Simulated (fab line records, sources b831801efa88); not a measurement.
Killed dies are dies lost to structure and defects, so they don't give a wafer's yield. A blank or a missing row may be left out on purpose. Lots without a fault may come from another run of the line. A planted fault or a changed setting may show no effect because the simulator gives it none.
Problem report in the 8D (eight disciplines) form, filled by code | flow sky130 | the parts of the form that need people (team, actions taken, sign-off) are left out

1. THE PROBLEM
killed_at_front_end at SKY_PAD_OPEN_PROBE_99 reads a mean of 160 on 9 wafers of 3 lots; wafers without a fault read 15 with a standard deviation of 4.5. That is +32 standard deviations from the usual mean.
First seen on wafer L560.2, day 49 19:02, on prober-01. The record holds 9 wafers of 3 lots with a number at this step. Rule for "out", or "out of limits": more than 4 standard deviations from the usual mean. The other wafers with a number count as sound.

2. WHAT IT IS AND WHAT IT IS NOT
question                    | is                                              | is not
which readings at this step | killed_at_front_end, killed_dies, killed_on_rim | killed_at_M4_up, killed_at_contacts, killed_at_other, killed_short
which lots                  | L560, L561, L562                                | -
which wafers of those lots  | all that have a number                          | -
read on which tools         | prober-01                                       | -
when                        | from day 49 19:02                               | up to then (0 sound wafers)

3. SUSPECTS, AND WHAT RULES EACH OUT
Counting: a tool at a process step up to the reading stays a suspect if it ran every lot that is out and no sound lot after the first of them.
- furnace-02 at SKY_FIELD_ISO_OXIDATION_01 (stabilise 600 s, purge 300 s, target thk 12 nm): kept. It ran every lot that is out, first L560 (day 4 13:07), and no sound lot after that.
- prober-01 at SKY_PAD_OPEN_PROBE_99: kept. It ran every lot that is out, first L560 (day 49 19:02), and no sound lot after that. Its own readings are out on those wafers: killed_at_front_end, killed_dies, killed_on_rim.
Left after counting: furnace-02 at SKY_FIELD_ISO_OXIDATION_01, prober-01 at SKY_PAD_OPEN_PROBE_99.

4. THE CAUSE (what the simulator had put in)
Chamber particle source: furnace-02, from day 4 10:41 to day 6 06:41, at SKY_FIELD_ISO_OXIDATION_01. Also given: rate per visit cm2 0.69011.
Counting left 2 suspects, and this tool is among them.

5. THE CHAIN OF EFFECTS, in route order
Each row: a reading whose mean over the struck wafers that have a number lies more than 3 standard deviations from the usual. Only readings for which the record gives a usual standard deviation are gone through. hours: the time from each lot's start at the first step in this table that gives one to its start at this step, as a median over the lots. sigmas: the change in usual standard deviations.
hours | step                  | reading             | usual | on struck wafers | change | sigmas
0     | SKY_PAD_OPEN_PROBE_99 | killed_at_front_end | 15    | 160              | +145   | +32
0     | SKY_PAD_OPEN_PROBE_99 | killed_dies         | 85    | 221              | +136   | +14
0     | SKY_PAD_OPEN_PROBE_99 | killed_on_rim       | 17    | 42               | +25    | +7.4
The process steps in it:
- SKY_PAD_OPEN_PROBE_99

6. WHAT WOULD HAVE CAUGHT IT SOONER
In this record the first reading out of limits was taken at day 49 19:02, 1088 hours after the fault began at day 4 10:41.
Of the tool readings at SKY_FIELD_ISO_OXIDATION_01 for which the record gives a usual standard deviation, none was out on any struck wafer, so an alarm limit of 4 standard deviations on them would not have fired.
All the lots that are out (3) had begun SKY_FIELD_ISO_OXIDATION_01 on furnace-02 by day 49 19:02. A hold on the tool at that time would have spared none of them.
